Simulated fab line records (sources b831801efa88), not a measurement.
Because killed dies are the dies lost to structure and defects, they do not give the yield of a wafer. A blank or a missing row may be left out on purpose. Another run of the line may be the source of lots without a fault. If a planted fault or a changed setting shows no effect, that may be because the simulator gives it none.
Struck lot and sound lot, side by side | flow sky130 | 14 out of 708 route steps
Sound: wafers L636.1, L636.4, L636.5. Struck: wafers L645.1, L645.5, L645.6. The cause is named last.
At each step with rows: each side's tool, then ch and its chambers, then its first start. Under that, the readings that differ: sound wafers | struck wafers | difference of the means | sigmas: that difference in standard deviations of wafers without a fault.
alike: words and numbers the same on both sides, and readings whose means are apart by under 2 such deviations; not compared: readings that were withheld, readings missing a value for some wafer, numbers with overlapping values and no deviation given by the record, and bounds like >300 which may hide the same value.
Wherever a step has rows on one side only, a row that says differs or no value, or a row with sigmas, the two part there. Numbers that don't overlap but have no deviation are shown without sigmas and don't part them. A reading missing from all wafers of one side parts the sides only when that side holds two or more wafers.

first, 4 steps without rows for these wafers: SKY_METAL2_STRIP_21 (strips in post etch residue remover, time 1200 s); SKY_METAL2_CLEAN_22 (cleans in IPA, time 180 s); SKY_METAL2_CLEAN_23 (cleans in O3/DIW); SKY_VIA2_HDPCVD_00 (deposits SiO2, target thk 1180 nm, time 196.7 s).
SKY_VIA2_THK_MEAS_01:
  sound on film metro-04 at day 35 08:14; struck on film metro-01 at day 38 13:40
  alike: VIA2_HDPCVD_THK
SKY_VIA2_CMP_02: polishes SiO2.
  sound on cmp-01 ch 2,3, day 35 08:17; struck on cmp-02 ch 0,2,3, day 38 13:50
  alike: motor current A
SKY_VIA2_BOW_MEAS_03:
  sound on film metro-03 at day 35 08:35; struck on film metro-04 at day 38 14:02
  alike: VIA2_BOW
then, 5 steps without rows for these wafers: SKY_VIA2_DEHYDRATE_04 (time 60 s); SKY_VIA2_HMDS_05 (prime time 60 s); SKY_VIA2_COAT_06 (resist thk 60 nm); SKY_VIA2_COAT_07 (resist thk 450 nm); SKY_VIA2_SOFTBAKE_08 (time 90 s).
SKY_VIA2_EXPOSE_09: exposes mask VIM2, target cd 200 nm.
  sound on krf scanner-02 ch 0, day 35 21:35; struck on krf scanner-02, day 39 02:08
  no value came back on the struck wafers for exposure dose mJ cm2, focus offset nm (nm), na; on the sound wafers exposure dose mJ cm2 reads 37.99 38.06 38.04
  alike: mask
next, for these wafers, 1 step has no rows: SKY_VIA2_PEB_10.

== WHERE THEY PART ==
SKY_VIA2_EXPOSE_09 only, going by this record.

WHY: what the simulator had put in
Beginning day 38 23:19, the whole step at SKY_VIA2_EXPOSE_09 was skipped on krf scanner-02. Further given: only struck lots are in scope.
